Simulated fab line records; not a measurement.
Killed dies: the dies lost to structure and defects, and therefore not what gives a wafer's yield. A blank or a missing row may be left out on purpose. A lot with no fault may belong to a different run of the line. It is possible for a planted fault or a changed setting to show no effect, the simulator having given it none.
A single fault, viewed from 2 desks | flow sky130 | each desk has only its own numbers; what lay behind them comes last

## METROLOGY DESK
What the gauges read, lot by lot, whatever tool the lot ran on: means of the sampled wafers that have a number. Marked OUT: a lot whose mean sits more than 4 standard deviations from the usual mean, which makes it out of limits; the brackets give that distance.
Columns: A = METAL2_OVL at SKY_METAL2_OVL_MEAS_16, usual -4 nm; B = VIA2_HDPCVD_THK at SKY_VIA2_THK_MEAS_01, usual 1176 nm
lot  | first seen here | A  | B
L942 | day 35 07:26    | -2 | 1196
L944 | day 36 01:47    | 6  | 1174
L946 | day 36 09:41    | 0  | 1171
L945 | day 36 10:02    | -9 | 1175
L947 | day 37 02:50    | -2 | 1170
L949 | day 37 16:26    | -6 | 1180
L952 | day 38 09:55    | -3 | 1177
L954 | day 39 00:22    | -9 | 1180
L959 | day 41 01:34    | 0  | 1171
L963 | day 41 11:56    | -5 | 1177
L964 | day 42 00:17    | 3  | 1169
L965 | day 42 05:52    | -3 | 1183
This desk's finding: nothing out of limits on any of the 12 lots.

## THE TOOL OWNER'S DESK: litho track-04
The tool's own readings at SKY_METAL2_DEVELOP_14 (develop time 61.34 s): means of the sampled wafers that have a number, for each lot that ran on this tool. Marked OUT: a lot whose mean sits more than 4 standard deviations from the usual mean, which makes it out of limits; the brackets give that distance.
Columns: A = chill plate temp C at SKY_METAL2_DEVELOP_14, usual 23.00 C
lot  | first seen here | A
L944 | day 36 01:00    | 22.95
L952 | day 38 09:00    | 23.08
L963 | day 41 11:00    | 22.96
This desk's finding: nothing out of limits on any of the 3 lots.

## BROUGHT TOGETHER
Nothing out of limits was seen by the metrology desk.
The desk of the tool owner found nothing out of limits.

## WHAT THE SIMULATOR PUT IN
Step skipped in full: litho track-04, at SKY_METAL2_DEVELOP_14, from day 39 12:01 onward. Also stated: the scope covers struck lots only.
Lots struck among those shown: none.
